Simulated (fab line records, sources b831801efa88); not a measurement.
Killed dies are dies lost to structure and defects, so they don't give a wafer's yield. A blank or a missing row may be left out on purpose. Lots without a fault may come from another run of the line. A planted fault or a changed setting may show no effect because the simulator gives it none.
Chamber matching | flow sky130 | SKY_METAL3_ETCH_17 on rie_diel-04: 4 sister chambers
The step etches SiO2 in C4F8/O2/Ar, stops on TiN, time 3.9 s, target depth 15 nm. 22 wafers are shown with their chamber, then 11 later ones without.

WAFERS WITH THEIR CHAMBER
wafer  | chamber | oes_product_au (a.u.) | chamber_pressure_mTorr (mTorr)
L074.3 | 1       | 0.751                 | 40.07
L074.4 | 2       | 0.761                 | 39.93
L074.6 | 2       | 0.762                 | 39.96
L077.2 | 2       | 0.753                 | 40.01
L077.4 | 3       | 0.755                 | 39.99
L077.5 | 3       | 0.765                 | 40.04
L079.2 | 0       | 0.742                 | 39.85
L079.3 | 0       | 0.749                 | 40.06
L079.5 | 0       | 0.760                 | 40.02
L080.1 | 0       | 0.742                 | 39.99
L080.4 | 1       | 0.744                 | 40.02
L080.5 | 2       | 0.749                 | 40.00
L084.1 | 1       | 0.746                 | 40.04
L084.4 | 0       | 0.758                 | 39.97
L084.6 | 3       | 0.753                 | 40.01
L085.1 | 1       | 0.756                 | 40.10
L085.4 | 1       | 0.751                 | 39.97
L085.5 | 3       | 0.765                 | 39.96
L088.1 | 0       | 0.747                 | 40.00
L088.4 | 0       | 0.754                 | 40.05
L088.6 | 2       | 0.759                 | 39.96
L091.1 | 0       | 0.748                 | 39.97

SIGNATURES (means of the wafers above)
reading                | chamber 0 | chamber 1 | chamber 2 | chamber 3 | scatter within a chamber
oes_product_au         | 0.75000   | 0.74960   | 0.75680   | 0.75950   | 0.00605
chamber_pressure_mTorr | 39.9888   | 40.0400   | 39.9720   | 40.0000   | 0.0513
Rule: a wafer's distance from a chamber is the root of the sum, over the readings, of the square of ((its reading less the chamber's mean) divided by the reading's scatter). The wafer belongs to the nearest chamber; if the next one is less than 2 further off, it can't be placed. The scatter: the root of (the sum of the squares of (reading less its chamber's mean) over the shown wafers, divided by (wafers less chambers)).

WAFERS WITHOUT THEIR CHAMBER
wafer  | oes_product_au (a.u.) | chamber_pressure_mTorr (mTorr)
L091.2 | 0.745                 | 39.97
L091.3 | 0.750                 | 40.01
L092.2 | 0.756                 | 39.97
L092.3 | 0.746                 | 39.97
L092.5 | 0.759                 | 40.01
L093.1 | 0.752                 | 39.99
L093.2 | 0.743                 | 39.94
L093.3 | 0.755                 | 39.99
L094.2 | 0.751                 | 40.05
L094.3 | 0.755                 | 39.93
L094.4 | 0.761                 | 40.03

WHICH CHAMBER EACH WENT THROUGH
wafer  | from the rows above               | in truth
L091.2 | can't be placed: 0 or 1 or 2 or 3 | 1
L091.3 | can't be placed: 0 or 1 or 2 or 3 | 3
L092.2 | can't be placed: 2 or 3 or 0 or 1 | 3
L092.3 | can't be placed: 0 or 1 or 2 or 3 | 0
L092.5 | can't be placed: 3 or 2 or 0 or 1 | 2
L093.1 | can't be placed: 0 or 2 or 1 or 3 | 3
L093.2 | can't be placed: 0 or 1 or 2 or 3 | 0
L093.3 | can't be placed: 2 or 3 or 0 or 1 | 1
L094.2 | can't be placed: 1 or 0 or 3 or 2 | 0
L094.3 | can't be placed: 2 or 0 or 3 or 1 | 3
L094.4 | can't be placed: 3 or 2 or 1 or 0 | 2
Placed correctly: 0 of 11. Can't be placed from these rows: 11 (the true chamber is among the candidates in 11). Placed wrongly: 0.
